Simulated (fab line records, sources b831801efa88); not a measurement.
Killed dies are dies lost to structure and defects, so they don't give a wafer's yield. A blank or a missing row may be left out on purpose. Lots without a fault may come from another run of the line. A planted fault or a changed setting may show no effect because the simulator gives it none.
fab line records | flow gf180mcu
record lots=5 wafers=15 last_day=33
route steps=602 shown V2@383
lots that met no fault: from a run of the same line without faults
start_h: hours from the record's first day to the start of the lot's first wafer shown | wait_h: hours since the lot's step before | " the same as in the row above | L1.1+2: a row that stands for several wafers | - no value, or no start given | * or withheld: withheld | < > ~ a bound
route shown NAME@n: a module of which the file shows steps, and the number in the route of the first | usual: mean/standard deviation of fault-free wafers | same: alike in all rows | chamber/n: place in a boat | sites: the reading at each site | _std_site: their standard deviation | _edge_site: outer sites' mean less inner sites' | radius_mm: how far each site lies from the wafer's centre | mask NAME#n: copy n | behind: the tool/chamber that last shaped the wafer | hold: why the lot was held/for how many hours/how that ended | device: the transistor (n, p or np) that didn't switch | end of line: the same wafers' tests at the end of the route | a step without rows: its recipe alone | killed: dies lost to structure and defects at the first sort, not the wafer's yield | map: a wafer's dies, x killed, . not, _ none there
set.NAME: the setting as run; set.NAME@STEP: as run at that earlier step | model.NAME: the simulator's own value behind a step, which no gauge read
lots at some steps of the route; a table a step, a row a wafer
services: from which hour (start_h, from the record's first day; less than 0 if before it) a tool's chamber was out of use, for how many hours, and why
## steps
# step GF_V2_THK_MEAS_01
# recipe reads=SiO2_of_V2_CVD_00
# usual V2_CVD_00_THK=604/6.3
# columns lot.wafer tool chamber start_h wait_h V2_CVD_00_THK[nm]
L076.1 film_metro-02 - 454.50 0.0 604
L076.4 " - " " 611
L076.5 " - " " 605
L085.1 film_metro-03 - 535.28 0.0 604
L085.4 " - " " 597
L085.6 " - " " 607
L089.1 film_metro-03 - 571.24 0.0 596
L089.3 " - " " 603
L089.4 " - " " 600
L090.3 film_metro-01 - 580.27 0.1 615
L090.5 " - " " 620
L090.6 " - " " 612
L092.1 film_metro-02 - 600.49 0.0 600
L092.5 " - " " 600
L092.6 " - " " 608
# step GF_V2_CVD_02
# recipe material=SiO2 target_thk_nm=850 precursor=TEOS temp_c=400 time_s=94.851 rf_w=600
# usual heater_power_w=686/85 susceptor_temp_C=400.04/0.22
# columns lot.wafer tool chamber start_h wait_h heater_power_w susceptor_temp_C
L076.1 pecvd-03 2 454.56 0.1 680 400.04
L076.4 " 1 " " 572 400.05
L076.5 " 2 " " 732 399.98
L085.1 pecvd-04 2 535.34 0.1 792 400.28
L085.4 " 2 " " 648 399.91
L085.6 " 1 " " 770 400.02
L089.1 pecvd-01 1 571.30 0.1 810 400.34
L089.3 " 2 " " 785 400.20
L089.4 " 2 " " 609 400.22
L090.3 pecvd-01 1 580.31 0.0 800 400.25
L090.5 " 0 " " 749 400.01
L090.6 " 2 " " 760 399.92
L092.1 pecvd-04 2 600.55 0.1 798 400.21
L092.5 " 2 " " 659 399.94
L092.6 " 0 " " 590 400.55
# step GF_V2_THK_MEAS_03
# recipe reads=SiO2_of_V2_CVD_02
# usual V2_CVD_02_THK=847/13
# columns lot.wafer tool chamber start_h wait_h V2_CVD_02_THK[nm]
L076.1 film_metro-03 - 454.62 0.0 862
L076.4 " - " " 882
L076.5 " - " " 880
L085.1 film_metro-01 - 535.41 0.0 842
L085.4 " - " " 855
L085.6 " - " " 847
L089.1 film_metro-01 - 571.37 0.0 847
L089.3 " - " " 839
L089.4 " - " " 847
L090.3 film_metro-03 - 580.40 0.1 835
L090.5 " - " " 848
L090.6 " - " " 851
L092.1 film_metro-01 - 600.62 0.0 842
L092.5 " - " " 852
L092.6 " - " " 852
# step GF_V2_CMP_04
# recipe material=SiO2 down_force_psi=4 platen_rpm=60 pad_velocity_m_s=0.94248
# usual motor_current_A=11.9/1.2 time_to_endpoint_s=80/7.8
# columns lot.wafer tool chamber start_h wait_h motor_current_A time_to_endpoint_s
L076.1 cmp-01 3 454.73 0.1 11.2 83
L076.4 " 0 " " 10.2 89
L076.5 " 2 " " 12.5 97
L085.1 cmp-01 0 535.57 0.1 10.4 77
L085.4 " 1 " " 10.7 91
L085.6 " 3 " " 11.8 77
L089.4 cmp-02 3 571.43 0.0 12.1 73
L089.1 " 0 " " 11.9 77
L089.3 " 2 " " 13.7 79
L090.3 cmp-01 3 580.44 0.0 11.5 65
L090.5 " 3 " " 11.8 69
L090.6 " 0 " " 9.5 67
L092.1 cmp-02 1 600.68 0.1 14.1 80
L092.6 " 1 " " 13.3 82
L092.5 " 2 " " 13.8 85
# step GF_V2_BOW_MEAS_05
# recipe mode=bow
# usual V2_BOW=100/8.1
# columns lot.wafer tool chamber start_h wait_h V2_BOW[um]
L076.1 film_metro-03 - 454.98 0.2 109
L076.4 " - " " 108
L076.5 " - " " 111
L085.1 film_metro-03 - 535.77 0.1 106
L085.4 " - " " 98
L085.6 " - " " 93
L089.1 film_metro-03 - 571.73 0.2 97
L089.3 " - " " 97
L089.4 " - " " 102
L090.3 film_metro-01 - 580.78 0.3 105
L090.5 " - " " 105
L090.6 " - " " 103
L092.1 film_metro-03 - 600.98 0.2 92
L092.5 " - " " 112
L092.6 " - " " 93
# step GF_V2_DEHYDRATE_06
# recipe temp_c=200 time_s=60
# columns lot.wafer tool chamber start_h wait_h
L076.1+4+5 litho_track-03 0 466.66 11.7
L085.1+4+6 litho_track-01 0 546.39 10.6
L089.1+3+4 litho_track-01 0 581.54 9.8
L090.3+5+6 litho_track-03 0 590.36 9.6
L092.1+5+6 litho_track-03 0 610.26 9.3
# step GF_V2_HMDS_07
# recipe prime_time_s=60 prime_temp_c=120
# columns lot.wafer tool chamber start_h wait_h
L076.1+4+5 litho_track-03 0 466.81 0.1
L085.1+4+6 litho_track-01 0 546.54 0.1
L089.1+3+4 litho_track-01 0 581.69 0.1
L090.3+5+6 litho_track-03 0 590.51 0.1
L092.1+5+6 litho_track-03 0 610.41 0.1
# step GF_V2_COAT_08
# recipe resist=BARC temp_c=withheld time_s=withheld spin_rpm=withheld resist_thk_nm=withheld
# columns lot.wafer tool chamber start_h wait_h
L076.1+4+5 litho_track-03 0 466.96 0.1
L085.1+4+6 litho_track-01 0 546.69 0.1
L089.1+3+4 litho_track-01 0 581.84 0.1
L090.3+5+6 litho_track-03 0 590.66 0.1
L092.1+5+6 litho_track-03 0 610.56 0.1
# step GF_V2_COAT_09
# recipe resist=KrF spin_rpm=withheld resist_thk_nm=1000
# columns lot.wafer tool chamber start_h wait_h
L076.1+4+5 litho_track-03 0 - -
L085.1+4+6 litho_track-01 0 - -
L089.1+3+4 litho_track-01 0 - -
L090.3+5+6 litho_track-03 0 - -
L092.1+5+6 litho_track-03 0 - -
# step GF_V2_SOFTBAKE_10
# recipe temp_c=130 time_s=60 resist=KrF
# columns lot.wafer tool chamber start_h wait_h
L076.1+4+5 litho_track-03 0 - -
L085.1+4+6 litho_track-01 0 - -
L089.1+3+4 litho_track-01 0 - -
L090.3+5+6 litho_track-03 0 - -
L092.1+5+6 litho_track-03 0 - -
# step GF_V2_EXPOSE_11
# recipe mask_id=Via2 target_cd_nm=260 na=0.68 source_shape=conventional sigma_outer=0.6 dose_mj=38
# columns lot.wafer tool chamber start_h wait_h mask
L076.1+4+5 krf_scanner-02 0 - - Via2#0
L085.1+4+6 krf_scanner-01 0 - - Via2#0
L089.1+3+4 krf_scanner-02 0 - - Via2#0
L090.3+5+6 krf_scanner-01 0 - - Via2#0
L092.1+5+6 krf_scanner-01 0 - - Via2#0
# step GF_V2_PEB_12
# recipe peb_temp_c=135 peb_time_s=90 resist=KrF
# columns lot.wafer tool chamber start_h wait_h
L076.1+4+5 litho_track-03 0 - -
L085.1+4+6 litho_track-04 0 - -
L089.1+3+4 litho_track-01 0 - -
L090.3+5+6 litho_track-01 0 - -
L092.1+5+6 litho_track-01 0 - -
# step GF_V2_DEVELOP_13
# recipe develop_time_s=60 resist=KrF dev_temp_c=21
# columns lot.wafer tool chamber start_h wait_h
L076.1+4+5 litho_track-03 0 479.16 0.2
L085.1+4+6 litho_track-04 0 556.98 0.2
L089.1+3+4 litho_track-01 0 592.89 0.2
L090.3+5+6 litho_track-01 0 601.99 0.1
L092.1+5+6 litho_track-01 0 621.69 0.2
# step GF_V2_CD_MEAS_14
# recipe target_cd_nm=260
# usual cd_nm=260.0/1.2
# columns lot.wafer tool chamber start_h wait_h cd_nm
L076.1 cd_sem-01 - 479.31 0.1 260.7
L076.4 " - " " 260.1
L076.5 " - " " 261.0
L085.1 cd_sem-01 - 557.13 0.1 260.9
L085.4 " - " " 260.8
L085.6 " - " " 261.6
L089.1 cd_sem-01 - 593.04 0.1 259.8
L089.3 " - " " 258.3
L089.4 " - " " 257.9
L090.3 cd_sem-02 - 602.13 0.1 260.1
L090.5 " - " " 259.4
L090.6 " - " " 260.3
L092.1 cd_sem-01 - 621.84 0.1 259.7
L092.5 " - " " 260.1
L092.6 " - " " 258.6
# step GF_V2_OVL_MEAS_15
# usual V2_OVL=0/6.6
# columns lot.wafer tool chamber start_h wait_h V2_OVL[nm]
L076.1 overlay-01 - 479.43 0.1 -2
L076.4 " - " " 9
L076.5 " - " " -6
L085.1 overlay-01 - 557.25 0.1 -7
L085.4 " - " " -2
L085.6 " - " " 5
L089.1 overlay-02 - 593.16 0.1 -13
L089.3 " - " " 0
L089.4 " - " " 13
L090.3 overlay-02 - 602.22 0.1 -8
L090.5 " - " " -4
L090.6 " - " " 3
L092.1 overlay-01 - 621.96 0.1 -9
L092.5 " - " " 0
L092.6 " - " " 0
# step GF_V2_ETCH_16
# recipe chemistry=N2/H2 target_depth_a=withheld overetch_a=withheld time_s=withheld target=BARC ion_energy_ev=200 source_w=500 bias_w=100 pressure_mtorr=30 n2_flow_sccm=100 h2_flow_sccm=200
# usual drypump_motor_current_A=5.7/0.45 oes_product_au=0.854/0.0048 throttle_valve_pct=13.225/0.0091
# columns lot.wafer tool chamber start_h wait_h drypump_motor_current_A oes_product_au throttle_valve_pct
L076.1 rie_diel-01 3 479.47 0.0 4.7 0.861 13.207
L076.4 " 2 " " 5.7 0.863 13.214
L076.5 " 3 " " 4.7 0.854 13.219
L085.1 rie_diel-02 1 557.28 0.0 6.0 0.854 13.220
L085.4 " 0 " " 5.6 0.854 13.226
L085.6 " 2 " " 5.4 0.855 13.230
L089.1 rie_diel-01 3 593.20 0.0 4.7 0.861 13.220
L089.3 " 1 " " 6.3 0.864 13.237
L089.4 " 0 " " 6.0 0.852 13.211
L090.3 rie_diel-02 1 602.25 0.0 6.0 0.857 13.226
L090.5 " 2 " " 5.4 0.851 13.234
L090.6 " 3 " " 5.2 0.853 13.229
L092.1 rie_diel-02 0 622.00 0.0 5.7 0.857 13.247
L092.5 " 1 " " 6.0 0.850 13.237
L092.6 " 0 " " 5.7 0.854 13.244
# step GF_V2_ETCH_17
# recipe chemistry=C4F8/O2/Ar mask_material=KrF target=SiO2 stop_on=TiN source_w=1500 bias_w=1200 pressure_mtorr=40 c4f8_flow_sccm=withheld O2_flow_sccm=6 Ar_flow_sccm=300 time_s=withheld target_depth_a=6300
# usual oes_product_au=0.856/0.0046
# columns lot.wafer tool chamber start_h wait_h oes_product_au
L076.1 rie_diel-01 3 - - 0.857
L076.4 " 2 " " 0.859
L076.5 " 3 " " 0.857
L085.1 rie_diel-02 1 - - 0.856
L085.4 " 0 " " 0.850
L085.6 " 2 " " 0.858
L089.1 rie_diel-01 3 - - 0.862
L089.3 " 1 " " 0.853
L089.4 " 0 " " 0.857
L090.3 rie_diel-02 1 - - 0.858
L090.5 " 2 " " 0.856
L090.6 " 3 " " 0.848
L092.1 rie_diel-02 0 - - 0.863
L092.5 " 1 " " 0.863
L092.6 " 0 " " 0.855
# step GF_V2_STRIP_18
# recipe chemistry=O2/N2 power_w=1400 pressure_mtorr=1500 platen_temp_c=250 o2_flow_sccm=3000 n2_flow_sccm=300 overash_fraction=0.5
# usual drypump_motor_current_A=6.0/0.43 heater_power_w=323/31 oes_product_au=0.593/0.005
# columns lot.wafer tool chamber start_h wait_h drypump_motor_current_A heater_power_w oes_product_au rf_hours_counter_h
L076.1 plasma_asher-03 0 479.60 - 6.0 314 0.593 70
L076.4 " 1 " " 5.9 292 0.580 -
L076.5 " 0 " " 6.0 312 0.596 -
L085.1 plasma_asher-01 1 557.41 - 5.6 289 0.597 47
L085.4 " 1 " " 5.6 289 0.589 -
L085.6 " 0 " " 6.8 348 0.595 -
L089.1 plasma_asher-01 0 593.33 - 6.9 349 0.599 51
L089.3 " 0 " " 6.9 359 0.594 -
L089.4 " 1 " " 5.7 292 0.596 -
L090.3 plasma_asher-03 1 602.41 - 5.9 283 0.592 -
L090.5 " 0 " " 6.0 314 0.597 -
L090.6 " 1 " " 5.9 280 0.590 -
L092.1 plasma_asher-02 1 622.13 - 5.9 326 0.589 21
L092.5 " 1 " " 5.9 332 0.595 -
L092.6 " 0 " " 5.5 368 0.591 -
# step GF_V2_STRIP_19
# recipe chemistry=post_etch_residue_remover time_s=1200 temp_c=72.5
# usual bath_heat_duty_pct=14.4/1.9 temp_c=72.50/0.11
# columns lot.wafer tool chamber start_h wait_h bath_heat_duty_pct temp_c
L076.1 wet_bench-01 1 479.70 0.1 13.9 72.45
L076.4 " 1 " " 15.9 72.65
L076.5 " 1 " " 14.3 72.62
L085.1 wet_bench-02 0 557.51 0.1 17.6 72.33
L085.4 " 0 " " 18.8 72.36
L085.6 " 0 " " 18.5 72.50
L089.1 wet_bench-03 1 593.43 0.1 12.6 72.69
L089.3 " 1 " " 15.0 72.69
L089.4 " 1 " " 12.9 72.60
L090.3 wet_bench-02 0 602.48 0.0 18.7 72.51
L090.5 " 0 " " 17.7 72.60
L090.6 " 0 " " 19.9 72.45
L092.1 wet_bench-02 1 622.23 0.1 13.2 72.65
L092.5 " 1 " " 14.0 72.58
L092.6 " 1 " " 14.3 72.60
# step GF_V2_CLEAN_20
# recipe chemistry=DIW dry=n2_spin
# columns lot.wafer tool chamber start_h wait_h
L076.1+4+5 wet_bench-03 2 480.04 0.0
L085.1+4+6 wet_bench-01 1 557.85 0.0
L089.1+3+4 wet_bench-01 2 593.77 0.0
L090.3+5+6 wet_bench-01 2 602.82 0.0
L092.1+5+6 wet_bench-01 0 622.91 0.0
# step GF_V2_SPUTTER_21
# recipe material=Ti target_thk_nm=15 chamber_pressure_pa=5 power_w=2500 substrate_temp_c=200 time_s=80.02
# usual throttle_valve_pct=30.4/0.93
# columns lot.wafer tool chamber start_h wait_h throttle_valve_pct
L076.1 pvd_sputter-04 - 480.13 0.0 29.9
L076.4 " - " " 32.4
L076.5 " - " " 29.6
L085.1 pvd_sputter-02 - 557.95 0.0 30.6
L085.4 " - " " 31.9
L085.6 " - " " 30.2
L089.1 pvd_sputter-04 - 593.95 0.0 29.6
L089.3 " - " " 31.2
L089.4 " - " " 30.4
L090.3 pvd_sputter-01 - 602.91 0.0 29.8
L090.5 " - " " 29.6
L090.6 " - " " 29.7
L092.1 pvd_sputter-01 - 623.00 0.0 29.7
L092.5 " - " " 31.2
L092.6 " - " " 29.3
# step GF_V2_SPUTTER_22
# recipe material=TiN target_thk_nm=10 chamber_pressure_pa=5 power_w=4000 time_s=40
# usual throttle_valve_pct=30.4/0.92
# columns lot.wafer tool chamber start_h wait_h throttle_valve_pct
L076.1 pvd_sputter-04 - 480.19 0.0 29.9
L076.4 " - " " 32.4
L076.5 " - " " 29.9
L085.1 pvd_sputter-02 - 558.01 0.0 30.9
L085.4 " - " " 32.1
L085.6 " - " " 30.2
L089.1 pvd_sputter-04 - 594.01 0.0 29.8
L089.3 " - " " 30.9
L089.4 " - " " 30.4
L090.3 pvd_sputter-01 - 602.97 0.0 29.5
L090.5 " - " " 29.4
L090.6 " - " " 29.9
L092.1 pvd_sputter-01 - 623.06 0.0 29.9
L092.5 " - " " 30.8
L092.6 " - " " 28.9
# step GF_V2_CVD_23
# recipe material=W target_thk_nm=350 time_s=104.94 temp_c=400 pressure_torr=40
# usual heater_power_w=916/57 susceptor_temp_C=399.99/0.21
# columns lot.wafer tool chamber start_h wait_h heater_power_w susceptor_temp_C
L076.1 cvd_w-01 1 480.23 0.0 952 400.28
L076.4 " 0 " " 849 399.74
L076.5 " 1 " " 949 400.21
L085.1 cvd_w-02 0 558.05 0.0 986 400.10
L085.4 " 0 " " 940 400.43
L085.6 " 0 " " 959 400.23
L089.1 cvd_w-02 0 594.05 0.0 961 400.16
L089.3 " 1 " " 855 399.67
L089.4 " 0 " " 964 400.27
L090.3 cvd_w-01 1 603.05 0.1 983 400.00
L090.5 " 1 " " 973 400.16
L090.6 " 0 " " 858 399.96
L092.1 cvd_w-02 0 623.10 0.0 994 399.89
L092.5 " 1 " " 881 400.38
L092.6 " 0 " " 962 399.95
# step GF_V2_RS_MEAS_24
# recipe thk_meas_gauge=four-point-probe reads=W_of_V2_CVD_23+TiN_of_V2_SPUTTER_22+Ti_of_V2_SPUTTER_21
# usual V2_W_RS=0.328/0.0031
# columns lot.wafer tool chamber start_h wait_h V2_W_RS[ohm/sq]
L076.1 film_metro-01 - 480.34 0.1 0.326
L076.4 " - " " 0.327
L076.5 " - " " 0.323
L085.1 film_metro-03 - 558.16 0.1 0.330
L085.4 " - " " 0.332
L085.6 " - " " 0.331
L089.1 film_metro-01 - 594.16 0.1 0.330
L089.3 " - " " 0.319
L089.4 " - " " 0.326
L090.3 film_metro-02 - 603.16 0.1 0.322
L090.5 " - " " 0.323
L090.6 " - " " 0.321
L092.1 film_metro-03 - 623.21 0.1 0.331
L092.5 " - " " 0.326
L092.6 " - " " 0.330
# step GF_V2_THK_MEAS_25
# recipe thk_meas_gauge=xrf reads=W_of_V2_CVD_23
# usual V2_W_THK=346/4.7
# columns lot.wafer tool chamber start_h wait_h V2_W_THK[nm]
L076.1 film_metro-01 - 480.46 0.1 348
L076.4 " - " " 347
L076.5 " - " " 353
L085.1 film_metro-03 - 558.28 0.1 343
L085.4 " - " " 342
L085.6 " - " " 341
L089.1 film_metro-01 - 594.28 0.1 347
L089.3 " - " " 359
L089.4 " - " " 349
L090.3 film_metro-02 - 603.26 0.1 352
L090.5 " - " " 353
L090.6 " - " " 352
L092.1 film_metro-03 - 623.33 0.1 342
L092.5 " - " " 347
L092.6 " - " " 343
# step GF_V2_CMP_26
# recipe stop_on=SiO2 down_force_psi=3.5 platen_rpm=60 t_overpolish_s=15 target_thk_nm=0 pad_velocity_m_s=0.94248
# usual motor_current_A=11.0/1.1 overpolish_run_s=15.000/0.0087 time_to_endpoint_s=84/4.8
# columns lot.wafer tool chamber start_h wait_h motor_current_A overpolish_run_s time_to_endpoint_s
L076.4 cmp-01 1 480.57 0.1 9.7 15.002 91
L076.1 " 3 " " 10.0 15.000 82
L076.5 " 1 " " 11.0 14.997 96
L085.1 cmp-01 1 558.34 0.1 9.9 14.998 88
L085.4 " 0 " " 9.1 15.005 76
L085.6 " 2 " " 11.6 14.996 87
L089.1 cmp-01 0 594.39 0.1 8.9 14.998 80
L089.4 " 1 " " 10.2 15.009 85
L089.3 " 2 " " 10.7 15.003 90
L090.3 cmp-01 0 603.40 0.1 9.0 14.985 86
L090.6 " 2 " " 12.4 15.014 96
L090.5 " 3 " " 10.2 15.011 82
L092.1 cmp-02 0 623.39 0.1 10.6 14.999 80
L092.5 " 0 " " 10.5 14.996 79
L092.6 " 1 " " 11.8 14.990 85
## services
# columns tool chamber start_h hours kind
cvd_w-01 0 443.28 4.8 repair
cvd_w-02 - 452.12 0.5 repair
cmp-02 - 456.09 1.6 repair
cmp-01 - 467.95 4.0 repair
cmp-01 - 469.20 4.4 repair
cmp-02 - 473.59 7.1 pm
rie_diel-02 1 479.72 9.9 repair
cmp-01 - 489.78 3.6 repair
rie_diel-01 3 498.97 17.0 repair
cmp-02 - 507.97 1.7 repair
rie_diel-02 - 513.92 0.1 repair
cmp-01 - 515.64 1.8 repair
krf_scanner-01 - 522.80 0.8 pm
pvd_sputter-01 - 539.58 2.1 repair
rie_diel-02 0 545.16 2.4 repair
cmp-01 - 546.07 9.6 pm
krf_scanner-01 - 555.95 1.3 pm
krf_scanner-01 - 557.25 3.6 pm
cmp-01 - 572.00 4.0 pm
pvd_sputter-01 - 572.49 0.8 repair
krf_scanner-01 - 573.59 1.0 pm
pvd_sputter-04 - 582.23 1.4 repair
cmp-01 - 587.63 1.6 repair
cmp-01 - 620.22 1.1 repair
## key
fault none
